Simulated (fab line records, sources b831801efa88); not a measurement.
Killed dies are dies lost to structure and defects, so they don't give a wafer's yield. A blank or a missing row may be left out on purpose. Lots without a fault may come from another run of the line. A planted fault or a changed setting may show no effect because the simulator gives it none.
fab line records | flow sfq_line
record lots=5 wafers=23
route steps=325 shown L0@3 L0V@18 M0@32 I0@48 M1@62 I1@78
start_h: hours from the record's first day to the start of the lot's first wafer shown | wait_h: hours since the lot's step before | " the same as in the row above | L1.1+2: a row that stands for several wafers | - no value, or no start given | * or withheld: withheld | < > ~ a bound
route shown NAME@n: a module of which the file shows steps, and the number in the route of the first | usual: mean/standard deviation of fault-free wafers | same: alike in all rows | chamber/n: place in a boat | sites: the reading at each site | _std_site: their standard deviation | _edge_site: outer sites' mean less inner sites' | radius_mm: how far each site lies from the wafer's centre | mask NAME#n: copy n | behind: the tool/chamber that last shaped the wafer | hold: why the lot was held/for how many hours/how that ended | device: the transistor (n, p or np) that didn't switch | end of line: the same wafers' tests at the end of the route | a step without rows: its recipe alone | killed: dies lost to structure and defects at the first sort, not the wafer's yield | map: a wafer's dies, x killed, . not, _ none there
set.NAME: the setting as run; set.NAME@STEP: as run at that earlier step | model.NAME: the simulator's own value behind a step, which no gauge read
lots whose settings were changed on purpose; a table a step, a row a wafer
## steps
# step SFQ_TRILAYER_L0_DEP_SPUTTER_003
# recipe material=MoNx_KI base_pressure_pa=1.33e-06 target_thk_nm=40 power_w=800 time_s=100 chamber_pressure_pa=0.4
# columns lot.wafer tool chamber start_h wait_h set.power_w model.MoNx_KI_of_TRILAYER_L0_DEP_SPUTTER_003.thk_nm
L074.2 pvd_sputter-05 - 12.49 0.0 800 40.08
L074.3 " - " " 800 39.67
L074.4 " - " " 800 40.48
L074.5 " - " " 800 40.49
L074.6 " - " " 800 39.95
L078.1 pvd_sputter-06 - 32.54 0.0 800 40.61
L078.3 " - " " 738.5 37.54
L078.4 " - " " 800 41.08
L078.5 " - " " 738.5 36.79
L078.6 " - " " 738.5 37.95
L079.1 pvd_sputter-03 - 37.49 0.0 705.8 35.73
L079.2 " - " " 705.8 35.13
L079.3 " - " " 800 39.54
L079.5 " - " " 705.8 35.76
L079.6 " - " " 800 40.16
L081.2 pvd_sputter-06 - 47.49 0.0 800 39.62
L081.3 " - " " 800 40.36
L081.6 " - " " 800 40
L084.1 pvd_sputter-06 - 62.49 0.0 839 42.62
L084.2 " - " " 800 39.63
L084.3 " - " " 800 39.98
L084.4 " - " " 839 42.67
L084.5 " - " " 839 42.32
# step SFQ_L0_RS_MEAS_901
# recipe thk_meas_gauge=four-point-probe reads=MoNx_KI_of_TRILAYER_L0_DEP_SPUTTER_003
# usual L0_MONX_KI_RS=43.3/0.56
# columns lot.wafer tool chamber start_h wait_h set.power_w@TRILAYER_L0_DEP_SPUTTER_003 L0_MONX_KI_RS[ohm/sq]
L074.2 film_metro-02 - 12.58 0.1 800 43.3
L074.3 " - " " 800 43.9
L074.4 " - " " 800 42.9
L074.5 " - " " 800 43.0
L074.6 " - " " 800 43.5
L078.1 film_metro-01 - 32.61 0.0 800 42.9
L078.3 " - " " 738.5 46.5
L078.4 " - " " 800 42.5
L078.5 " - " " 738.5 47.4
L078.6 " - " " 738.5 45.9
L079.1 film_metro-01 - 37.56 0.0 705.8 48.7
L079.2 " - " " 705.8 49.5
L079.3 " - " " 800 44.0
L079.5 " - " " 705.8 48.8
L079.6 " - " " 800 43.3
L081.2 film_metro-04 - 47.58 0.1 800 43.9
L081.3 " - " " 800 43.2
L081.6 " - " " 800 43.5
L084.1 film_metro-04 - 62.56 0.0 839 41.0
L084.2 " - " " 800 44.0
L084.3 " - " " 800 43.6
L084.4 " - " " 839 40.8
L084.5 " - " " 839 41.2
# step SFQ_L0_THK_MEAS_902
# recipe thk_meas_gauge=xrf reads=MoNx_KI_of_TRILAYER_L0_DEP_SPUTTER_003
# usual L0_MONX_KI_THK=40.0/0.56
# columns lot.wafer tool chamber start_h wait_h set.power_w@TRILAYER_L0_DEP_SPUTTER_003 L0_MONX_KI_THK[nm]
L074.2 film_metro-02 - 12.69 0.1 800 39.6
L074.3 " - " " 800 39.3
L074.4 " - " " 800 40.0
L074.5 " - " " 800 40.1
L074.6 " - " " 800 39.6
L078.1 film_metro-01 - 32.73 0.1 800 40.6
L078.3 " - " " 738.5 37.5
L078.4 " - " " 800 41.1
L078.5 " - " " 738.5 36.6
L078.6 " - " " 738.5 37.9
L079.1 film_metro-01 - 37.68 0.1 705.8 35.8
L079.2 " - " " 705.8 34.9
L079.3 " - " " 800 39.4
L079.5 " - " " 705.8 35.6
L079.6 " - " " 800 40.1
L081.2 film_metro-04 - 47.69 0.1 800 39.4
L081.3 " - " " 800 39.8
L081.6 " - " " 800 39.8
L084.1 film_metro-04 - 62.68 0.1 839 42.2
L084.2 " - " " 800 39.1
L084.3 " - " " 800 39.9
L084.4 " - " " 839 42.3
L084.5 " - " " 839 41.7
# step SFQ_TRILAYER_L0_LITHO_COAT_005
# recipe resist=KrF spin_rpm=3000 resist_thk_nm=600
# columns lot.wafer tool chamber start_h wait_h set.spin_rpm model.KrF_of_TRILAYER_L0_LITHO_COAT_005.thk_nm
L074.2 litho_track-01 0 13.09 0.2 3000 597.5
L074.3 " 0 " " 3000 597.6
L074.4 " 0 " " 3162 581.6
L074.5 " 0 " " 3162 580.7
L074.6 " 0 " " 3000 596
L078.1 litho_track-04 0 33.09 0.2 3000 597.6
L078.3+5+6 " 0 " " 3000 -
L078.4 " 0 " " 3000 601.6
L079.1+5 litho_track-02 0 38.04 0.2 3000 -
L079.2 " 0 " " 3113 -
L079.3 " 0 " " 3000 602.7
L079.6 " 0 " " 3113 590.3
L081.2 litho_track-02 0 48.09 0.2 3000 602.8
L081.3 " 0 " " 3000 602.1
L081.6 " 0 " " 3000 601.4
L084.1 litho_track-04 0 63.04 0.2 3197 582
L084.2 " 0 " " 3000 599.7
L084.3+4 " 0 " " 3197 580.2
L084.5 " 0 " " 3000 602.8
# step SFQ_TRILAYER_L0_LITHO_SOFTBAKE_009
# recipe temp_c=withheld time_s=withheld resist=KrF
# step SFQ_TRILAYER_L0_LITHO_EXPOSE_006
# recipe mask_id=L0 na=0.6 source_shape=conventional sigma_outer=0.65 target_cd_nm=2000 dose_mj=14.4
# step SFQ_TRILAYER_L0_LITHO_DEVELOP_007
# recipe time_s=60 resist=KrF
# step SFQ_TRILAYER_L0_BARC_OPEN_METAL_ETCH_010
# recipe mask_material=PR chemistry=O2 target_depth_nm=125 target=BARC icp_w=600 bias_w=80 pressure_mtorr=10 time_s=41.7
# step SFQ_TRILAYER_L0_ETCH_METAL_ETCH_008
# recipe target=MoNx_KI stop_on=SiO2 mask_material=PR chemistry=SF6/O2 target_depth_nm=50 icp_w=600 bias_w=80 pressure_mtorr=10 time_s=25
# usual oes_product_au=0.876/0.0083
# columns lot.wafer tool chamber start_h wait_h set.power_w@TRILAYER_L0_DEP_SPUTTER_003 set.spin_rpm@TRILAYER_L0_LITHO_COAT_005 oes_product_au model.KrF_of_TRILAYER_L0_LITHO_COAT_005.thk_nm
L074.2 rie_metal-04 1 70.63 0.0 800 3000 0.874 482.3
L074.3 " 0 " " 800 3000 0.864 476.6
L074.4 " 1 " " 800 3162 0.876 465.8
L074.5 " 0 " " 800 3162 0.878 459.9
L074.6 " 1 " " 800 3000 0.879 480.8
L078.1 rie_metal-04 1 96.71 0.0 800 3000 0.881 481.1
L078.3 " 0 " " 738.5 3000 0.845 -
L078.4 " 1 " " 800 3000 0.884 485.6
L078.5 " 1 " " 738.5 3000 0.821 -
L078.6 " 0 " " 738.5 3000 0.854 -
L079.1 rie_metal-04 0 99.11 0.0 705.8 3000 0.826 -
L079.2 " 1 " " 705.8 3113 0.812 -
L079.3 " 0 " " 800 3000 0.870 481.4
L079.5 " 1 " " 705.8 3000 0.817 -
L079.6 " 0 " " 800 3113 0.879 469
L081.2 rie_metal-04 0 114.71 0.0 800 3000 0.862 481.8
L081.3 " 0 " " 800 3000 0.872 481.5
L081.6 " 0 " " 800 3000 0.875 480.5
L084.1 rie_metal-04 0 136.43 0.0 839 3197 0.904 460.9
L084.2 " 1 " " 800 3000 0.871 482.6
L084.3 " 1 " " 800 3197 0.875 464
L084.4 " 0 " " 839 3197 0.906 458.5
L084.5 " 0 " " 839 3000 0.903 481.2
# step SFQ_TRILAYER_L0_VIA_LITHO_COAT_013
# recipe resist=KrF spin_rpm=3000 resist_thk_nm=650
# columns lot.wafer tool chamber start_h wait_h set.spin_rpm model.KrF_of_TRILAYER_L0_VIA_LITHO_COAT_013.thk_nm
L074.2 litho_track-02 0 71.83 0.2 3000 651
L074.3 " 0 " " 3000 651.2
L074.4 " 0 " " 3000 650
L074.5 " 0 " " 3000 649.4
L074.6 " 0 " " 3000 650.3
L078.1 litho_track-04 0 97.85 0.2 3000 649.4
L078.3 " 0 " " 3000 649.2
L078.4 " 0 " " 2778 672.8
L078.5 " 0 " " 2778 674
L078.6 " 0 " " 2778 675.3
L079.1 litho_track-03 0 100.25 0.2 3000 645.3
L079.2 " 0 " " 3165 628.1
L079.3 " 0 " " 3165 627.8
L079.5 " 0 " " 3000 646.4
L079.6 " 0 " " 3000 646.5
L081.2 litho_track-04 0 116.12 0.2 3000 648.9
L081.3 " 0 " " 3000 647.8
L081.6 " 0 " " 3000 648.1
L084.1 litho_track-02 0 137.74 0.2 3136 636
L084.2 " 0 " " 3136 636.9
L084.3 " 0 " " 3000 649.1
L084.4 " 0 " " 3000 650.2
L084.5 " 0 " " 3000 649.3
# step SFQ_TRILAYER_M0_LITHO_COAT_026
# recipe resist=BARC spin_rpm=3000 resist_thk_nm=62
# columns lot.wafer tool chamber start_h wait_h set.spin_rpm model.BARC_of_TRILAYER_M0_LITHO_COAT_026.thk_nm
L074.2 litho_track-03 0 146.01 0.1 3000 62.11
L074.3 " 0 " " 3000 62.1
L074.4 " 0 " " 3000 61.86
L074.5 " 0 " " 3000 61.88
L074.6 " 0 " " 3000 61.85
L078.1 litho_track-02 0 181.58 0.1 2812 64.12
L078.3 " 0 " " 3000 61.98
L078.4 " 0 " " 3000 61.91
L078.5 " 0 " " 2812 63.95
L078.6 " 0 " " 2812 64.02
L079.1 litho_track-01 0 186.37 0.1 3000 61.85
L079.2 " 0 " " 3000 62
L079.3 " 0 " " 3154 60.44
L079.5 " 0 " " 3154 60.27
L079.6 " 0 " " 3000 62.06
L081.2 litho_track-02 0 204.56 0.1 3000 62.04
L081.3 " 0 " " 3000 62.18
L081.6 " 0 " " 3000 61.81
L084.1 litho_track-01 0 226.05 0.1 3000 61.97
L084.2+3+4 " 0 " " 3000 62.14
L084.5 " 0 " " 3000 62.12
# step SFQ_TRILAYER_M0_LITHO_COAT_021
# recipe resist=KrF spin_rpm=3000 resist_thk_nm=600
# step SFQ_TRILAYER_M0_LITHO_SOFTBAKE_025
# recipe temp_c=withheld time_s=withheld resist=KrF
# step SFQ_TRILAYER_M0_LITHO_DEVELOP_023
# recipe time_s=60 resist=KrF
# step SFQ_TRILAYER_M0_BARC_OPEN_METAL_ETCH_031
# recipe mask_material=PR chemistry=O2 target_depth_nm=125 target=BARC icp_w=600 bias_w=80 pressure_mtorr=10 time_s=41.7
# columns lot.wafer tool chamber start_h wait_h set.spin_rpm@TRILAYER_M0_LITHO_COAT_026 model.etch.depth_nm
L074.2+4+5 rie_metal-01 1 238.10 0.0 3000 -
L074.3 " 0 " " 3000 62.1
L074.6 " 0 " " 3000 61.85
L078.1 rie_metal-04 1 282.67 0.0 2812 64.12
L078.3 " 1 " " 3000 -
L078.4 " 0 " " 3000 61.91
L078.5+6 " 1,0 " " 2812 -
L079.1+2 rie_metal-02 1,0 292.27 0.0 3000 -
L079.3 " 1 " " 3154 60.44
L079.5 " 0 " " 3154 -
L079.6 " 1 " " 3000 62.06
L081.2 rie_metal-01 0 311.46 0.0 3000 62.04
L081.3 " 0 " " 3000 62.18
L081.6 " 0 " " 3000 61.81
L084.1 rie_metal-04 0 334.26 0.0 3000 61.97
L084.2+3+4 " 1,1,0 " " 3000 62.14
L084.5 " 0 " " 3000 62.12
# step SFQ_TRILAYER_I0_VIA_LITHO_COAT_031
# recipe resist=KrF spin_rpm=3000 resist_thk_nm=650
# columns lot.wafer tool chamber start_h wait_h set.resist_thk_nm model.KrF_of_TRILAYER_I0_VIA_LITHO_COAT_031.thk_nm
L074.2 litho_track-01 0 243.81 0.2 650 650.9
L074.3 " 0 " " 632.2 633.3
L074.4 " 0 " " 632.2 632.9
L074.5 " 0 " " 632.2 630.5
L074.6 " 0 " " 650 649.1
L078.1 litho_track-03 0 288.37 0.2 650 647.7
L078.3 " 0 " " 650 649.5
L078.4 " 0 " " 612.4 611.7
L078.5 " 0 " " 612.4 612
L078.6 " 0 " " 650 648
L079.1 litho_track-03 0 301.52 0.2 650 647
L079.2 " 0 " " 650 646
L079.3 " 0 " " 650 645.5
L079.5 " 0 " " 650 645.4
L079.6 " 0 " " 650 646.5
L081.2 litho_track-04 0 317.17 0.2 650 650.3
L081.3 " 0 " " 650 648.1
L081.6 " 0 " " 650 646.2
L084.1 litho_track-01 0 348.93 0.2 650 650.4
L084.2 " 0 " " 650 651.2
L084.3 " 0 " " 650 650.9
L084.4 " 0 " " 682.9 681.8
L084.5 " 0 " " 682.9 684.8
# step SFQ_TRILAYER_I0_VIA_LITHO_SOFTBAKE_035
# recipe temp_c=withheld time_s=withheld resist=KrF
# step SFQ_TRILAYER_I0_VIA_LITHO_EXPOSE_032
# recipe mask_id=I0 na=0.6 source_shape=conventional sigma_outer=0.65 target_cd_nm=500 dose_mj=21.3
# step SFQ_TRILAYER_I0_VIA_LITHO_DEVELOP_033
# recipe time_s=60 resist=KrF
# step SFQ_TRILAYER_I0_VIA_BARC_OPEN_VIA_ETCH_046
# recipe mask_material=PR chemistry=O2 target_depth_nm=125 target=BARC source_w=500 bias_w=78.42 pressure_mtorr=30 time_s=41.7
# columns lot.wafer tool chamber start_h wait_h set.resist_thk_nm@TRILAYER_I0_VIA_LITHO_COAT_031 model.KrF_of_TRILAYER_I0_VIA_LITHO_COAT_031.thk_nm
L074.2 rie_diel-02 3 252.74 0.0 650 572.7
L074.3+4 " 2,1 " " 632.2 555.7
L074.5 " 1 " " 632.2 553.5
L074.6 " 0 " " 650 572.3
L078.1 rie_diel-03 1 400.51 0.0 650 569.5
L078.3 " 0 " " 650 573.9
L078.4 " 1 " " 612.4 534.1
L078.5 " 0 " " 612.4 536.2
L078.6 " 3 " " 650 570.3
L079.1 rie_diel-01 2 413.21 0.0 650 570.8
L079.2 " 3 " " 650 570
L079.3 " 0 " " 650 568.9
L079.5 " 0 " " 650 568.8
L079.6 " 2 " " 650 570.3
L081.2 rie_diel-01 3 433.28 0.0 650 574.4
L081.3 " 1 " " 650 571
L081.6 " 3 " " 650 570.5
L084.1 rie_diel-02 1 474.21 0.0 650 573.8
L084.2 " 2 " " 650 573.2
L084.3 " 0 " " 650 573.5
L084.4 " 3 " " 682.9 603.9
L084.5 " 1 " " 682.9 608.1
# step SFQ_TRILAYER_M1_LITHO_COAT_044
# recipe resist=BARC spin_rpm=3000 resist_thk_nm=62
# columns lot.wafer tool chamber start_h wait_h set.spin_rpm model.BARC_of_TRILAYER_M1_LITHO_COAT_044.thk_nm
L074.2 litho_track-04 0 254.01 0.1 2944 62.77
L074.3 " 0 " " 3000 62.01
L074.4 " 0 " " 2944 62.81
L074.5 " 0 " " 3000 62.16
L074.6 " 0 " " 2944 62.57
L078.1 litho_track-04 0 401.74 0.1 3000 61.8
L078.3 " 0 " " 3000 61.81
L078.4 " 0 " " 3000 61.71
L078.5 " 0 " " 3146 60.41
L078.6 " 0 " " 3146 60.42
L079.1 litho_track-02 0 414.43 0.1 3000 62.07
L079.2 " 0 " " 3150 60.55
L079.3 " 0 " " 3000 62.06
L079.5 " 0 " " 3150 60.56
L079.6 " 0 " " 3150 60.53
L081.2 litho_track-04 0 434.56 0.1 3000 61.34
L081.3 " 0 " " 3000 61.55
L081.6 " 0 " " 3000 61.59
L084.1 litho_track-02 0 475.64 0.1 3167 60.37
L084.2 " 0 " " 3000 61.76
L084.3 " 0 " " 3167 60.04
L084.4 " 0 " " 3167 60.1
L084.5 " 0 " " 3000 62.11
# step SFQ_TRILAYER_M1_LITHO_PEB_042
# recipe peb_temp_c=115 peb_time_s=60 resist=KrF
# columns lot.wafer tool chamber start_h wait_h set.peb_temp_c
L074.2+3 litho_track-04 0 328.07 0.8 118.4
L074.4+5+6 " 0 " " 115
L078.1+4 litho_track-04 0 550.57 1.0 117.9
L078.3+5+6 " 0 " " 115
L079.1+2+3 litho_track-01 0 566.17 1.0 113.5
L079.5+6 " 0 " " 115
L081.2+3+6 litho_track-04 0 587.22 0.8 115
L084.1+3 litho_track-02 0 639.67 1.0 118.1
L084.2+4+5 " 0 " " 115
# step SFQ_TRILAYER_M1_LITHO_DEVELOP_041
# recipe time_s=60 resist=KrF
# step SFQ_TRILAYER_M1_BARC_OPEN_METAL_ETCH_054
# recipe mask_material=PR chemistry=O2 target_depth_nm=125 target=BARC icp_w=600 bias_w=80 pressure_mtorr=10 time_s=41.7
# columns lot.wafer tool chamber start_h wait_h set.spin_rpm@TRILAYER_M1_LITHO_COAT_044 set.peb_temp_c@TRILAYER_M1_LITHO_PEB_042 model.M1.cd_nm model.etch.depth_nm
L074.2 rie_metal-03 1 328.38 0.0 2944 118.4 445.8 -
L074.3 " 1 " " 3000 118.4 446.4 62.01
L074.4 " 0 " " 2944 115 498 -
L074.5 " 1 " " 3000 115 499.8 -
L074.6 " 0 " " 2944 115 499.2 62.57
L078.1 rie_metal-02 1 550.91 0.0 3000 117.9 452.2 61.8
L078.3 " 1 " " 3000 115 498.5 -
L078.4 " 0 " " 3000 117.9 452.1 61.71
L078.5 " 0 " " 3146 115 498.9 -
L078.6 " 1 " " 3146 115 499.6 -
L079.1 rie_metal-03 0 566.51 0.0 3000 113.5 528.5 -
L079.2 " 1 " " 3150 113.5 530.6 -
L079.3 " 0 " " 3000 113.5 527.5 62.06
L079.5 " 0 " " 3150 115 500 -
L079.6 " 1 " " 3150 115 502.1 60.53
L081.2 rie_metal-03 1 587.53 0.0 3000 115 503 61.34
L081.3 " 0 " " 3000 115 499.5 61.55
L081.6 " 1 " " 3000 115 502.5 61.59
L084.1 rie_metal-03 0 640.00 0.0 3167 118.1 450.5 60.37
L084.2 " 1 " " 3000 115 500.2 61.76
L084.3 " 0 " " 3167 118.1 450.5 60.04
L084.4 " 1 " " 3167 115 501.4 60.1
L084.5 " 0 " " 3000 115 498.8 62.11
# step SFQ_TRILAYER_M1_ETCH_METAL_ETCH_042
# recipe target=Nb stop_on=SiO2 mask_material=PR chemistry=Cl2/Ar target_depth_nm=240 icp_w=617.6 bias_w=80 pressure_mtorr=10 time_s=120
# columns lot.wafer tool chamber start_h wait_h set.peb_temp_c@TRILAYER_M1_LITHO_PEB_042 model.M1.cd_nm
L074.2 rie_metal-03 1 328.44 0.0 118.4 445.7
L074.3 " 1 " " 118.4 445.9
L074.4 " 0 " " 115 497.9
L074.5 " 1 " " 115 500.1
L074.6 " 0 " " 115 499.3
L078.1 rie_metal-02 1 550.96 0.0 117.9 447
L078.3 " 1 " " 115 495
L078.4 " 0 " " 117.9 450.3
L078.5 " 0 " " 115 498
L078.6 " 1 " " 115 496.6
L079.1 rie_metal-03 0 566.56 0.0 113.5 529.9
L079.2 " 1 " " 113.5 532
L079.3 " 0 " " 113.5 529.1
L079.5 " 0 " " 115 500.8
L079.6 " 1 " " 115 503.1
L081.2 rie_metal-03 1 587.59 0.0 115 504.1
L081.3 " 0 " " 115 501
L081.6 " 1 " " 115 503.5
L084.1 rie_metal-03 0 640.06 0.0 118.1 451.6
L084.2 " 1 " " 115 502.3
L084.3 " 0 " " 118.1 451.7
L084.4 " 1 " " 115 503
L084.5 " 0 " " 115 498.8
# step SFQ_TRILAYER_I1_VIA_LITHO_COAT_049
# recipe resist=KrF spin_rpm=3000 resist_thk_nm=650
# columns lot.wafer tool chamber start_h wait_h set.resist_thk_nm model.KrF_of_TRILAYER_I1_VIA_LITHO_COAT_049.thk_nm
L074.2 litho_track-02 0 344.17 0.2 650 648.4
L074.3 " 0 " " 650 650.2
L074.4 " 0 " " 650 652.2
L074.5 " 0 " " 650 650.1
L074.6 " 0 " " 650 651.2
L078.1 litho_track-04 0 558.97 0.2 650 649.1
L078.3 " 0 " " 611.1 610.3
L078.4 " 0 " " 650 647.1
L078.5 " 0 " " 611.1 610.8
L078.6 " 0 " " 650 647.6
L079.1+2 litho_track-04 0 572.18 0.2 650 648.1
L079.3 " 0 " " 620.6 620
L079.5 " 0 " " 620.6 618.5
L079.6 " 0 " " 650 648.8
L081.2 litho_track-02 0 593.51 0.2 650 645.6
L081.3 " 0 " " 650 646.3
L081.6 " 0 " " 650 646
L084.1 litho_track-03 0 645.66 0.2 650 650.8
L084.2 " 0 " " 650 650
L084.3 " 0 " " 672.1 672.6
L084.4 " 0 " " 672.1 672.1
L084.5 " 0 " " 672.1 672.5
## key
split step=SFQ_TRILAYER_L0_DEP_SPUTTER_003 setting=power_w stated=800 by=wafer
response step=SFQ_TRILAYER_L0_DEP_SPUTTER_003 reading=model.MoNx_KI_of_TRILAYER_L0_DEP_SPUTTER_003.thk_nm change=+0.408 per=1% r=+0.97
response step=SFQ_L0_RS_MEAS_901 reading=L0_MONX_KI_RS change=-0.481 per=1% r=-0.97
response step=SFQ_L0_THK_MEAS_902 reading=L0_MONX_KI_THK change=+0.408 per=1% r=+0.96
response step=SFQ_TRILAYER_L0_ETCH_METAL_ETCH_008 reading=oes_product_au change=+0.00517 per=1% r=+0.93
split step=SFQ_TRILAYER_L0_LITHO_COAT_005 setting=spin_rpm stated=3000 by=wafer
response step=SFQ_TRILAYER_L0_LITHO_COAT_005 reading=model.KrF_of_TRILAYER_L0_LITHO_COAT_005.thk_nm change=-3.07 per=1% r=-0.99
response step=SFQ_TRILAYER_L0_ETCH_METAL_ETCH_008 reading=model.KrF_of_TRILAYER_L0_LITHO_COAT_005.thk_nm change=-3.17 per=1% r=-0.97
split step=SFQ_TRILAYER_L0_VIA_LITHO_COAT_013 setting=spin_rpm stated=3000 by=wafer
response step=SFQ_TRILAYER_L0_VIA_LITHO_COAT_013 reading=model.KrF_of_TRILAYER_L0_VIA_LITHO_COAT_013.thk_nm change=-3.24 per=1% r=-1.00
split step=SFQ_TRILAYER_M0_LITHO_COAT_026 setting=spin_rpm stated=3000 by=wafer
response step=SFQ_TRILAYER_M0_LITHO_COAT_026 reading=model.BARC_of_TRILAYER_M0_LITHO_COAT_026.thk_nm change=-0.325 per=1% r=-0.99
response step=SFQ_TRILAYER_M0_BARC_OPEN_METAL_ETCH_031 reading=model.etch.depth_nm change=-0.338 per=1% r=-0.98
split step=SFQ_TRILAYER_I0_VIA_LITHO_COAT_031 setting=resist_thk_nm stated=650 by=wafer
response step=SFQ_TRILAYER_I0_VIA_LITHO_COAT_031 reading=model.KrF_of_TRILAYER_I0_VIA_LITHO_COAT_031.thk_nm change=+6.37 per=1% r=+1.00
response step=SFQ_TRILAYER_I0_VIA_BARC_OPEN_VIA_ETCH_046 reading=model.KrF_of_TRILAYER_I0_VIA_LITHO_COAT_031.thk_nm change=+6.33 per=1% r=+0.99
split step=SFQ_TRILAYER_M1_LITHO_COAT_044 setting=spin_rpm stated=3000 by=wafer
response step=SFQ_TRILAYER_M1_LITHO_COAT_044 reading=model.BARC_of_TRILAYER_M1_LITHO_COAT_044.thk_nm change=-0.303 per=1% r=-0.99
response step=SFQ_TRILAYER_M1_BARC_OPEN_METAL_ETCH_054 reading=model.etch.depth_nm change=-0.314 per=1% r=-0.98
split step=SFQ_TRILAYER_M1_LITHO_PEB_042 setting=peb_temp_c stated=115 by=wafer
response step=SFQ_TRILAYER_M1_BARC_OPEN_METAL_ETCH_054 reading=model.M1.cd_nm change=-18.5 per=1% r=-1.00
response step=SFQ_TRILAYER_M1_ETCH_METAL_ETCH_042 reading=model.M1.cd_nm change=-18.7 per=1% r=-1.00
split step=SFQ_TRILAYER_I1_VIA_LITHO_COAT_049 setting=resist_thk_nm stated=650 by=wafer
response step=SFQ_TRILAYER_I1_VIA_LITHO_COAT_049 reading=model.KrF_of_TRILAYER_I1_VIA_LITHO_COAT_049.thk_nm change=+6.34 per=1% r=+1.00
